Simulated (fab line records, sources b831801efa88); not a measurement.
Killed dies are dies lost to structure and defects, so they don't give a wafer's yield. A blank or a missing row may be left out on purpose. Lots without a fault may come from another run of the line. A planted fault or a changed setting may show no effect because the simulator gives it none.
fab line records | flow sky130
record lots=11 wafers=33 last_day=50
route steps=708 shown METAL3@563 METAL5@676 PASSIVATION@682
lots that met no fault: from a run of the same line without faults
start_h: hours from the record's first day to the start of the lot's first wafer shown | wait_h: hours since the lot's step before | " the same as in the row above | L1.1+2: a row that stands for several wafers | - no value, or no start given | * or withheld: withheld | < > ~ a bound
route shown NAME@n: a module of which the file shows steps, and the number in the route of the first | usual: mean/standard deviation of fault-free wafers | same: alike in all rows | chamber/n: place in a boat | sites: the reading at each site | _std_site: their standard deviation | _edge_site: outer sites' mean less inner sites' | radius_mm: how far each site lies from the wafer's centre | mask NAME#n: copy n | behind: the tool/chamber that last shaped the wafer | hold: why the lot was held/for how many hours/how that ended | device: the transistor (n, p or np) that didn't switch | end of line: the same wafers' tests at the end of the route | a step without rows: its recipe alone | killed: dies lost to structure and defects at the first sort, not the wafer's yield | map: a wafer's dies, x killed, . not, _ none there
set.NAME: the setting as run; set.NAME@STEP: as run at that earlier step | model.NAME: the simulator's own value behind a step, which no gauge read
steps of the route over a sample of lots; a table a step, a row a wafer
services: from which hour (start_h, from the record's first day; less than 0 if before it) a tool's chamber was out of use, for how many hours, and why
## steps
# step SKY_METAL3_CD_MEAS_13
# recipe target_cd_nm=300
# usual cd_nm=300.5/1.3
# columns lot.wafer tool chamber start_h wait_h cd_nm
L101.2 cd_sem-01 - 910.69 - 301.6
L101.3 " - " " 300.9
L101.6 " - " " 301.3
L105.2 cd_sem-02 - 945.54 - 299.5
L105.3 " - " " 299.7
L105.6 " - " " 298.1
L107.1 cd_sem-02 - 966.37 - 302.5
L107.4 " - " " 302.6
L107.5 " - " " 302.1
L109.1 cd_sem-01 - 990.42 - 299.3
L109.2 " - " " 299.2
L109.3 " - " " 298.5
L114.2 cd_sem-02 - 1012.37 - 300.6
L114.4 " - " " 300.6
L114.5 " - " " 301.3
L115.1 cd_sem-02 - 1015.34 - 300.2
L115.3 " - " " 300.0
L115.6 " - " " 299.8
L116.1 cd_sem-01 - 1024.09 - 300.0
L116.2 " - " " 301.4
L116.3 " - " " 299.9
L120.4 cd_sem-01 - 1043.83 - 299.4
L120.5 " - " " 299.9
L120.6 " - " " 299.7
L121.3 cd_sem-02 - 1064.44 - 301.3
L121.4 " - " " 302.0
L121.5 " - " " 300.1
L123.4 cd_sem-02 - 1066.53 - 299.8
L123.5 " - " " 299.4
L123.6 " - " " 300.5
L124.1 cd_sem-02 - 1067.84 - 302.2
L124.4 " - " " 302.9
L124.5 " - " " 301.6
# step SKY_METAL3_OVL_MEAS_14
# usual METAL3_OVL=0/4.8
# columns lot.wafer tool chamber start_h wait_h METAL3_OVL[nm]
L101.2 overlay-02 - 910.80 0.1 1
L101.3 " - " " -10
L101.6 " - " " 5
L105.2 overlay-02 - 945.65 0.1 -4
L105.3 " - " " 1
L105.6 " - " " -5
L107.1 overlay-02 - 966.49 0.1 10
L107.4 " - " " 5
L107.5 " - " " 10
L109.1 overlay-02 - 990.54 0.1 4
L109.2 " - " " 11
L109.3 " - " " 1
L114.2 overlay-01 - 1012.48 0.1 -1
L114.4 " - " " -1
L114.5 " - " " -5
L115.1 overlay-01 - 1015.46 0.1 -2
L115.3 " - " " -7
L115.6 " - " " -4
L116.1 overlay-02 - 1024.21 0.1 -4
L116.2 " - " " 4
L116.3 " - " " 5
L120.4 overlay-02 - 1043.91 0.1 -3
L120.5 " - " " -8
L120.6 " - " " -3
L121.3 overlay-01 - 1064.53 0.1 3
L121.4 " - " " -8
L121.5 " - " " 1
L123.4 overlay-02 - 1066.61 0.1 -3
L123.5 " - " " 1
L123.6 " - " " -7
L124.1 overlay-02 - 1067.96 0.1 -2
L124.4 " - " " 8
L124.5 " - " " 3
# step SKY_METAL5_METAL_ETCH_15
# recipe target_depth_a=12600 stop_on=SiO2 over_etch_frac=0.2 time_s=252 chemistry=Cl2/BCl3 resist_sidewall_deg=86 pressure_mtorr=10 icp_w=900 bias_w=48.5 Cl2_flow_sccm=60 bcl3_flow_sccm=30
# usual bias_w=48.49/0.14 drypump_motor_current_A=6.1/0.33 oes_product_au=0.893/0.0055 throttle_valve_pct=22.263/0.0087
# columns lot.wafer tool chamber start_h wait_h bias_w drypump_motor_current_A oes_product_au rf_hours_counter_h throttle_valve_pct
L101.2 rie_metal-01 0 1038.92 0.0 48.40 6.2 0.891 22 22.270
L101.3 " 0 " " 48.54 6.2 0.895 - 22.246
L101.6 " 1 " " 48.56 6.4 0.898 - 22.274
L105.2 rie_metal-04 1 1068.35 0.0 48.69 6.5 0.895 9 22.272
L105.3 " 1 " " 48.58 6.5 0.893 - 22.271
L105.6 " 0 " " 48.49 5.6 0.891 - 22.268
L107.1 rie_metal-01 1 1085.31 0.1 48.25 6.4 0.895 16 22.271
L107.4 " 1 " " 48.43 6.4 0.897 - 22.265
L107.5 " 1 " " 48.28 6.5 0.899 - 22.275
L109.1 rie_metal-01 0 1108.56 0.0 48.50 6.1 0.882 0 22.268
L109.2 " 1 " " 48.52 6.4 0.895 19 22.265
L109.3 " 1 " " 48.55 6.4 0.883 - 22.259
L114.2 rie_metal-01 0 1126.31 0.0 48.45 6.1 0.888 1 22.282
L114.4 " 0 " " 48.68 6.2 0.895 - 22.256
L114.5 " 1 " " 48.55 6.4 0.889 - 22.271
L115.1 rie_metal-01 0 1128.56 0.0 55.93 6.2 0.893 2 22.258
L115.3 " 1 " " 55.78 6.3 0.892 - 22.266
L115.6 " 0 " " 55.88 6.2 0.895 - 22.263
L116.1 rie_metal-01 0 1138.36 0.0 56.02 6.1 0.885 3 22.264
L116.2 " 1 " " 55.89 6.4 0.904 21 22.255
L116.3 " 0 " " 56.11 6.2 0.891 - 22.277
L120.4 rie_metal-03 1 1154.79 0.1 48.62 5.7 0.896 - 22.268
L120.5 " 0 " " 48.43 6.0 0.889 - 22.267
L120.6 " 1 " " 48.37 5.7 0.901 - 22.259
L121.3 rie_metal-04 1 1170.98 0.1 48.41 6.6 0.892 - 22.260
L121.4 " 0 " " 48.49 5.6 0.898 - 22.256
L121.5 " 1 " " 48.47 6.6 0.889 - 22.259
L123.4 rie_metal-03 1 1172.43 0.1 48.35 5.7 0.893 - 22.256
L123.5 " 0 " " 48.05 6.0 0.893 - 22.267
L123.6 " 1 " " 48.53 5.7 0.898 - 22.281
L124.1 rie_metal-04 1 1173.24 0.0 48.25 6.5 0.896 16 22.259
L124.4 " 0 " " 48.45 5.6 0.901 - 22.261
L124.5 " 1 " " 48.45 6.6 0.892 - 22.262
# step SKY_METAL5_STRIP_16
# recipe chemistry=O2/N2 power_w=1400 pressure_mtorr=1500 platen_temp_c=withheld o2_flow_sccm=3000 n2_flow_sccm=300 overash_fraction=0.5
# usual drypump_motor_current_A=5.7/0.39 oes_product_au=0.710/0.0049 strip_time_to_endpoint_s=13.15/0.2
# columns lot.wafer tool chamber start_h wait_h drypump_motor_current_A oes_product_au rf_hours_counter_h strip_time_to_endpoint_s
L101.2 plasma_asher-03 0 1039.23 0.2 6.1 0.709 61 13.56
L101.3 " 0 " " 6.1 0.712 - 13.58
L101.6 " 0 " " 6.1 0.720 - 12.97
L105.2 plasma_asher-02 0 1068.59 0.2 5.1 0.710 31 13.17
L105.3 " 0 " " 5.1 0.714 - 13.13
L105.6 " 1 " " 6.1 0.713 - 13.26
L107.1 plasma_asher-01 1 1085.94 0.5 5.4 0.718 94 12.82
L107.4 " 1 " " 5.5 0.713 - 12.79
L107.5 " 1 " " 5.4 0.714 - 12.83
L109.1 plasma_asher-01 0 1108.79 0.2 6.0 0.702 96 13.23
L109.2 " 1 " " 5.5 0.708 96 12.83
L109.3 " 1 " " 5.5 0.698 - 12.90
L114.2 plasma_asher-01 0 1126.54 0.2 6.0 0.699 98 13.25
L114.4 " 1 " " 5.4 0.714 - 13.17
L114.5 " 0 " " 5.9 0.705 - 12.83
L115.1 plasma_asher-02 0 1128.79 0.2 5.1 0.715 37 12.81
L115.3 " 1 " " 6.2 0.710 - 12.41
L115.6 " 1 " " 6.2 0.714 - 12.68
L116.1 plasma_asher-01 0 1138.59 0.2 5.9 0.722 99 12.73
L116.2 " 1 " " 5.5 0.707 99 12.32
L116.3 " 0 " " 5.9 0.719 - 12.82
L120.4 plasma_asher-02 1 1154.98 0.1 6.2 0.703 - 13.15
L120.5 " 0 " " 5.1 0.716 - 13.32
L120.6 " 1 " " 6.2 0.714 - 13.15
L121.3 plasma_asher-02 1 1171.17 0.1 6.1 0.716 - 13.01
L121.4 " 0 " " 5.1 0.713 - 13.17
L121.5 " 1 " " 6.1 0.708 - 13.05
L123.4 plasma_asher-01 1 1172.62 0.1 5.5 0.707 - 13.25
L123.5 " 0 " " 5.9 0.707 - 13.30
L123.6 " 1 " " 5.4 0.715 - 13.27
L124.1 plasma_asher-02 0 1173.47 0.2 5.1 0.710 42 12.95
L124.4 " 0 " " 5.1 0.707 - 13.16
L124.5 " 0 " " 5.1 0.708 - 12.95
# step SKY_PASSIVATION_THK_MEAS_01
# recipe reads=SiO2_of_PASSIVATION_CVD_00
# usual PASSIVATION_CVD_00_THK=89.9/1.3
# columns lot.wafer tool chamber start_h wait_h PASSIVATION_CVD_00_THK[nm]
L101.2 film_metro-04 - 1039.86 - 87.1
L101.3 " - " " 90.8
L101.6 " - " " 91.2
L105.2 film_metro-02 - 1069.25 - 90.9
L105.3 " - " " 91.9
L105.6 " - " " 92.2
L107.1 film_metro-03 - 1086.55 - 89.0
L107.4 " - " " 90.8
L107.5 " - " " 89.4
L109.1 film_metro-02 - 1109.41 - 88.3
L109.2 " - " " 88.9
L109.3 " - " " 88.9
L114.2 film_metro-03 - 1127.17 - 91.5
L114.4 " - " " 92.5
L114.5 " - " " 92.4
L115.1 film_metro-03 - 1129.41 - 89.3
L115.3 " - " " 90.9
L115.6 " - " " 90.7
L116.1 film_metro-02 - 1139.21 - 90.0
L116.2 " - " " 88.6
L116.3 " - " " 87.7
L120.4 film_metro-04 - 1155.60 - 89.8
L120.5 " - " " 92.9
L120.6 " - " " 90.5
L121.3 film_metro-04 - 1171.77 - 88.7
L121.4 " - " " 91.2
L121.5 " - " " 90.0
L123.4 film_metro-03 - 1173.23 - 88.8
L123.5 " - " " 90.1
L123.6 " - " " 89.7
L124.1 film_metro-04 - 1174.09 - 89.2
L124.4 " - " " 90.2
L124.5 " - " " 91.1
## services
# columns tool chamber start_h hours kind
rie_metal-01 - 1064.44 0.4 repair
plasma_asher-01 - 1077.46 1.1 repair
rie_metal-01 0 1079.75 - clean
rie_metal-01 0 1079.75 26.0 scheduled_down
rie_metal-01 0 1079.75 26.0 vent_cycle
plasma_asher-03 - 1087.81 0.7 repair
rie_metal-04 - 1099.95 1.4 pm
plasma_asher-03 - 1126.52 24.6 repair
rie_metal-01 1 1164.80 3.8 repair
## key
first_sign step=SKY_METAL5_METAL_ETCH_15 reading=bias_w direction=up sigmas=52 usual=48.49 struck=55.93
effect step=SKY_METAL5_STRIP_16 reading=strip_time_to_endpoint_s direction=down sigmas=2.7 usual=* struck=*
met_at SKY_METAL5_METAL_ETCH_15
struck_lots L115,L116
not_acting_at SKY_METAL3_CD_MEAS_13,SKY_METAL3_OVL_MEAS_14,SKY_PASSIVATION_THK_MEAS_01
onset_between 1126.31 1128.56
fault kind=process_parameter_drift tool=rie_metal-01 chamber=- onset_h=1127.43 steps=SKY_METAL5_METAL_ETCH_15 channel=bias_w offset=7.4226 shape=step end_h=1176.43 acts_in=these_recipes_only stated=48.5
